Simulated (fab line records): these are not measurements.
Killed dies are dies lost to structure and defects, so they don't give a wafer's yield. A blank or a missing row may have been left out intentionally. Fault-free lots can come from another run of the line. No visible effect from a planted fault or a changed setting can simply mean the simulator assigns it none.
Problem report in the 8D (eight disciplines) form, filled by code | flow sky130 | the parts of the form that need people (team, actions taken, sign-off) are left out

## 1. WHAT IS WRONG
Wafers without a fault read 3000.1 rpm, standard deviation 2; spin-speed-rpm at SKY_CONTACT_COAT_08 reads a mean of 2736.1 rpm on 6 wafers belonging to 2 lots. That is -99 or more standard deviations from the usual mean.
The step: resist thk 60 nm.
Seen first at day 37 00:15 on litho-track-04, wafer L992.2. Wafers with a number at this step in the record: 36, from 12 lots. Rule for "out", or "out of limits": more than 4 standard deviations from the usual mean. The other wafers with a number count as sound.

## 2. WHAT IT IS, WHAT IT ISN'T
question                    | is                     | is not
which readings at this step | spin-speed-rpm         | dispense-pressure-kPa
which lots                  | L992, L994             | L972, L973, L976, L977, L978, L979, L980, L981, L982, L984
which wafers of those lots  | all that have a number | -
read on which tools         | litho-track-04         | litho-track-01, litho-track-03
when                        | from day 37 00:15      | up to then (30 sound wafers)

## 3. THE SUSPECTS, EACH WITH WHAT RULES IT OUT
Counting: a tool stays on the suspect list if, at a process step up to the reading, it processed all lots that are out and no sound lot following the first of them.
- litho-track-04 at SKY_CONTACT_COAT_08 (resist thk 60 nm): kept. All lots that are out passed through it, beginning with L992 at day 37 00:15, and no sound lot followed; its final sound lot before that point was L982 at day 34 15:40. Its own spin-speed-rpm readings are out on those wafers.
The count leaves litho-track-04 at SKY_CONTACT_COAT_08.

## 4. THE CAUSE (what the simulator had put in)
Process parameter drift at SKY_CONTACT_COAT_08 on litho-track-04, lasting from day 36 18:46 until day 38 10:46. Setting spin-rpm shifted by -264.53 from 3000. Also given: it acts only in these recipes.
Counting left only this tool.

## 5. THE EFFECT CHAIN, in route order
Each row: a reading whose mean over the struck wafers that have a number lies more than 3 standard deviations from the usual. Scope: only readings with a usual standard deviation given in the record; hours: median across lots of the time from each lot's start at the first step in this table that gives one to its start at this step; sigmas: change in usual standard deviations.
hours | step                | reading        | usual      | on struck wafers | change | sigmas
0     | SKY_CONTACT_COAT_08 | spin-speed-rpm | 3000.1 rpm | 2736.1           | -264.0 | -99 or more
14    | SKY_CONTACT_ETCH_16 | oes-product-au | 0.855 a.u. | 0.876            | +0.021 | +4.3
Here are the process steps it includes:
- SKY_CONTACT_COAT_08: resist thk 60 nm.
- SKY_CONTACT_ETCH_16: etches BARC in N2/H2, stops on SiO2, time 45.9 s, target depth 60 nm.
At these later measuring or inspecting steps, every struck wafer for which the step has a row has a number for every such reading, and none has moved that far: SKY_CONTACT_OVL_MEAS_15.

## 6. WHAT WOULD HAVE CAUGHT IT SOONER
First out-of-limits reading in this record: day 37 00:15, which is 5 hours after fault onset at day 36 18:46.
